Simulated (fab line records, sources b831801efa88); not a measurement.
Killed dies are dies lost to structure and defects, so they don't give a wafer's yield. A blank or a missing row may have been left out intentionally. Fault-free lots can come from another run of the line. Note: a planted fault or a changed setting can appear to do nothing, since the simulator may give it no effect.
8D (eight disciplines) problem report, filled in by code / flow sfq line / the parts of the form that need people (team, actions taken, sign-off) are left out

== 1. WHAT IS WRONG ==
Wafers without a fault read 199.9 nm, standard deviation 0.85; thk nm at SFQ_TRILAYER_I4_METRO_MEASURE_101 reads a mean of 178.7 nm on 3 wafers belonging to 2 lots. That puts it -25 standard deviations away from the usual mean.
First seen on wafer L923.4, day 62 19:41, on film metro-01. At this step, 42 wafers from 14 lots have a number in the record. By rule, "out" or "out of limits" means more than 4 standard deviations away from the usual mean. Any other wafer with a number is counted as sound.

== 2. WHAT IT IS; WHAT IT IS NOT ==
question=which readings at this step | is=thk nm | is not=-
question=which lots | is=L923, L924 | is not=L903, L904, L906, L907, L911, L912, L914, L915, L916, L917, L919, L920
question=which wafers of those lots | is=L923.4, L923.6, L924.6 | is not=L923.1, L924.1, L924.5
question=read on which tools | is=film metro-01 | is not=film metro-02, film metro-04
question=when | is=from day 62 19:41 | is not=up to then (37 sound wafers); but 2 sound wafers of L924 came after

== 3. WHAT RULES OUT EACH SUSPECT ==
Counting: if a tool at a process step up to the reading ran every lot that is out, it stays a suspect. Sound lots after the first of them don't rule it out here, since some wafers of a struck lot are sound.
- rie metal-01 at SFQ_TRILAYER_M0_STRIP_STRIP_025 (strips in O2): kept. Ran every lot that is out, first one L923 (day 18 08:20); last sound lot up to then L917 (day 14 16:37).
- rie diel-04 at SFQ_TRILAYER_I0_VIA_BARC_OPEN_VIA_ETCH_046 (etches BARC in O2, target depth 125 nm, time 41.7 s): kept. Ran every lot that is out, first one L923 (day 24 22:37); last sound lot up to then L920 (day 23 13:01).
- cmp-02 at SFQ_TRILAYER_I4_CMP_CMP_100 (polishes SiO2): kept. Ran every lot that is out, first one L923 (day 62 17:04); last sound lot up to then L920 (day 60 02:49).
- film metro-01 at SFQ_TRILAYER_I4_METRO_MEASURE_101: kept. Ran every lot that is out, first one L923 (day 62 19:41); last sound lot up to then L916 (day 58 13:00). Its own readings are out on those wafers: thk nm.
Left after counting: rie metal-01 at SFQ_TRILAYER_M0_STRIP_STRIP_025, rie diel-04 at SFQ_TRILAYER_I0_VIA_BARC_OPEN_VIA_ETCH_046, cmp-02 at SFQ_TRILAYER_I4_CMP_CMP_100, film metro-01 at SFQ_TRILAYER_I4_METRO_MEASURE_101.

== 4. THE CAUSE (what the simulator had put in) ==
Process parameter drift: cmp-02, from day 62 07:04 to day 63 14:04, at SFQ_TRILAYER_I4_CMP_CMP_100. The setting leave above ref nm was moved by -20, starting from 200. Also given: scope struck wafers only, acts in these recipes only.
Of the 4 suspects that counting leaves, this tool is one.

== 5. SEQUENCE OF EFFECTS, ordered by route ==
Each row: a reading whose mean over the struck wafers that have a number lies more than 3 standard deviations from the usual. Readings are gone through only where the record gives a usual standard deviation; hours: the median, over the lots, of the time from a lot's start at the first step in this table giving one to that lot's start at this step; sigmas: the change measured in usual standard deviations.
hours=0; step=SFQ_TRILAYER_I4_METRO_MEASURE_101; reading=thk nm; usual=199.9 nm; on struck wafers=178.7; change=-21.2; sigmas=-25
hours=111; step=SFQ_TRILAYER_I4_VIA_ETCH_VIA_ETCH_106; reading=oes product au; usual=0.854 a.u.; on struck wafers=0.801; change=-0.053; sigmas=-9.8
Process steps it contains:
- SFQ_TRILAYER_I4_METRO_MEASURE_101
- SFQ_TRILAYER_I4_VIA_ETCH_VIA_ETCH_106: etches SiO2 in CHF3, stops on Nb, target depth 260 nm.

== 6. WHAT WOULD HAVE CAUGHT IT SOONER ==
In this record the first reading out of limits was taken at day 62 19:41, 13 hours after the fault began at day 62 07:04.
Of the tool readings at SFQ_TRILAYER_I4_CMP_CMP_100 for which the record gives a usual standard deviation, none was out on any struck wafer, so an alarm limit of 4 standard deviations on them would not have fired.
L924, from the lots that are out (2), started SFQ_TRILAYER_I4_CMP_CMP_100 on cmp-02 later than day 62 19:41. Had the tool been put on hold then, it would have been spared.
